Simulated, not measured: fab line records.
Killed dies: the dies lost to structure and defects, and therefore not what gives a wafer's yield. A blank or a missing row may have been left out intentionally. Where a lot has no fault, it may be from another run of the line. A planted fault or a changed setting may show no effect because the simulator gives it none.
The tool behind it: which one?    flow sky130    10 lots with 30 wafers sampled at 6 steps, on a route of 708 steps

== WHAT THE GAUGES READ, wafer by wafer ==
SKY_METAL1_OVL_MEAS_16.
lot   measured      on          METAL1_OVL (nm)
L177  day 33 04:02  overlay-01  -16 -12 -5
L178  day 33 13:00  overlay-01  -5 2 -3
L182  day 35 02:40  overlay-01  1 -12 -7
L184  day 35 17:32  overlay-01  -6 -6 -5
L185  day 36 01:50  overlay-01  -1 3 -5
L186  day 36 13:02  overlay-01  -11 -11 -5
L189  day 37 08:45  overlay-01  -6 0 -6
L190  day 37 10:40  overlay-02  -2 -7 -6
L192  day 38 06:25  overlay-02  0 -4 -7
L197  day 39 15:51  overlay-02  -12 -1 -7

SKY_CAP2M_OVL_MEAS_12.
lot   measured      on          CAP2M_OVL (nm)
L177  day 41 00:59  overlay-01  -1.2 -1.7 -0.6
L178  day 41 08:32  overlay-01  -2.1 -0.4 -0.3
L182  day 42 18:02  overlay-02  1.7 0.6 1.2
L184  day 43 07:46  overlay-02  -0.7 -2.1 -1.8
L185  day 43 12:59  overlay-01  -2.1 -2.0 -2.6
L186  day 44 02:04  overlay-02  -0.4 -3.1 -3.1
L189  day 44 18:50  overlay-01  -1.9 -0.1 -0.6
L190  day 44 20:20  overlay-01  1.4 -0.1 -0.7
L192  day 45 14:29  overlay-02  -1.4 -1.2 -0.8
L197  day 46 17:23  overlay-01  -1.5 -0.3 0.4

SKY_METAL5_RS_MEAS_05: the measuring method here is four-point-probe.
lot   measured      on            METAL5_ALCU_RS (ohm/sq)
L177  day 43 04:55  filmMetro-03  0.02613 0.02636 0.02613
L178  day 43 10:58  filmMetro-04  0.02603 0.02621 0.02595
L182  day 44 21:07  filmMetro-04  0.0257 0.02593 0.0257
L184  day 45 07:11  filmMetro-02  0.02592 0.02582 0.02587
L185  day 45 13:04  filmMetro-04  0.02594 0.02579 0.02579
L186  day 46 00:38  filmMetro-03  0.0259 0.02589 0.02588
L189  day 46 16:23  filmMetro-03  0.01777 0.01786 0.01775
L190  day 46 16:58  filmMetro-02  0.02609 0.02583 0.02588
L192  day 47 10:20  filmMetro-03  0.0176 0.01778 0.01777
L197  day 48 11:38  filmMetro-02  0.02631 0.02581 0.02625

SKY_METAL5_THK_MEAS_06: measures by xrf.
lot   measured      on            METAL5_ALCU_THK (nm)
L177  day 43 05:02  filmMetro-03  1181 1169 1176
L178  day 43 11:03  filmMetro-04  1190 1178 1182
L182  day 44 21:13  filmMetro-04  1193 1182 1193
L184  day 45 07:19  filmMetro-02  1167 1171 1164
L185  day 45 13:09  filmMetro-04  1175 1181 1187
L186  day 46 00:45  filmMetro-03  1186 1179 1190
L189  day 46 16:31  filmMetro-03  1725 1708 1723
L190  day 46 17:04  filmMetro-02  1165 1175 1176
L192  day 47 10:28  filmMetro-03  1740 1721 1730
L197  day 48 11:46  filmMetro-02  1153 1177 1156

== WHAT TOOL EACH LOT RAN ON (gives the tool, then ch and the chambers of the sampled wafers, and finally the start) ==
lot   SKY_METAL2_DESCUM_17              SKY_METAL5_SPUTTER_02
L177  rieMetal-02 ch 1, day 35 12:41    pvdSputter-04, day 43 04:47
L178  rieMetal-03 ch 0,1, day 35 21:14  pvdSputter-04, day 43 10:48
L182  rieMetal-01 ch 0,1, day 37 09:43  pvdSputter-03, day 44 20:58
L184  rieMetal-03 ch 0,1, day 38 00:13  pvdSputter-01, day 45 07:05
L185  rieMetal-01 ch 0,1, day 38 06:49  pvdSputter-01, day 45 12:53
L186  rieMetal-02 ch 0,1, day 38 20:40  pvdSputter-01, day 46 00:31
L189  rieMetal-01 ch 0,1, day 39 13:46  pvdSputter-01, day 46 16:17
L190  rieMetal-01 ch 0,1, day 39 16:07  pvdSputter-03, day 46 16:49
L192  rieMetal-01 ch 0,1, day 40 12:07  pvdSputter-01, day 47 10:13
L197  rieMetal-01 ch 0,1, day 41 18:43  pvdSputter-04, day 48 11:31
- SKY_METAL2_DESCUM_17: chemistry O2, time 8 s.
- SKY_METAL5_SPUTTER_02: material AlCu, target thk 1150 nm, time 63.78 s.

== AS READ BY THE TOOLS THEMSELVES (means over the sampled wafers that have a number; for cases with no such wafer, the mark the record gives instead) ==
SKY_METAL2_DESCUM_17.
lot   tool         drypumpMotorCurrentA (A)  oesProductAu (a.u.)
L177  rieMetal-02  5.85                      1.011
L178  rieMetal-03  6.00                      1.000
L182  rieMetal-01  5.60                      1.012
L184  rieMetal-03  6.20                      0.983
L185  rieMetal-01  5.54                      1.004
L186  rieMetal-02  5.70                      1.008
L189  rieMetal-01  5.54                      0.998
L190  rieMetal-01  5.61                      1.001
L192  rieMetal-01  5.54                      1.005
L197  rieMetal-01  5.53                      1.003

SKY_METAL5_SPUTTER_02.
lot   tool           throttleValvePct (%)
L177  pvdSputter-04  29.1
L178  pvdSputter-04  29.9
L182  pvdSputter-03  29.9
L184  pvdSputter-01  31.0
L185  pvdSputter-01  30.6
L186  pvdSputter-01  30.6
L189  pvdSputter-01  30.4
L190  pvdSputter-03  29.6
L192  pvdSputter-01  31.0
L197  pvdSputter-04  29.8

== THE ANSWER, worked out from the rows above alone ==
Rule: the lots themselves supply what counts as usual. Put in order of their means at a reading, lots are off if they are a third of the lots or fewer, leave a main group of 4 or more, and stand apart from it by a gap of 3 or more times the standard deviation of the main group's means; of several such gaps the widest counts. The tables above print the reading to a certain number of digits; a main group whose means all agree to those digits is not used. A lot without any number at a reading at which 4 lots or more have one is off too. All remaining lots with rows at the step are treated as sound. The gauges are gone through in route order, then the tools' own readings, and for those a lot's mean is taken as printed above. The first step at which some lot is off is used, and at that step the reading that is off furthest; a lot without a number counts as furthest.
Off: L189, L192, at SKY_METAL5_RS_MEAS_05 (METAL5_ALCU_RS). Mean 0.02596 ohm/sq and standard deviation 0.00014 in the main group.
If a tool, at a process step before that reading, ran all the lots that are off and no sound lot after the first of them, it fits. The gauges at SKY_METAL5_RS_MEAS_05 are tried like those tools. 2 tools fit, pvdSputter-01 at SKY_METAL5_SPUTTER_02 and filmMetro-03 at SKY_METAL5_RS_MEAS_05, so this cannot tell which one it is.

== WHAT HAD BEEN PUT IN BY THE SIMULATOR ==
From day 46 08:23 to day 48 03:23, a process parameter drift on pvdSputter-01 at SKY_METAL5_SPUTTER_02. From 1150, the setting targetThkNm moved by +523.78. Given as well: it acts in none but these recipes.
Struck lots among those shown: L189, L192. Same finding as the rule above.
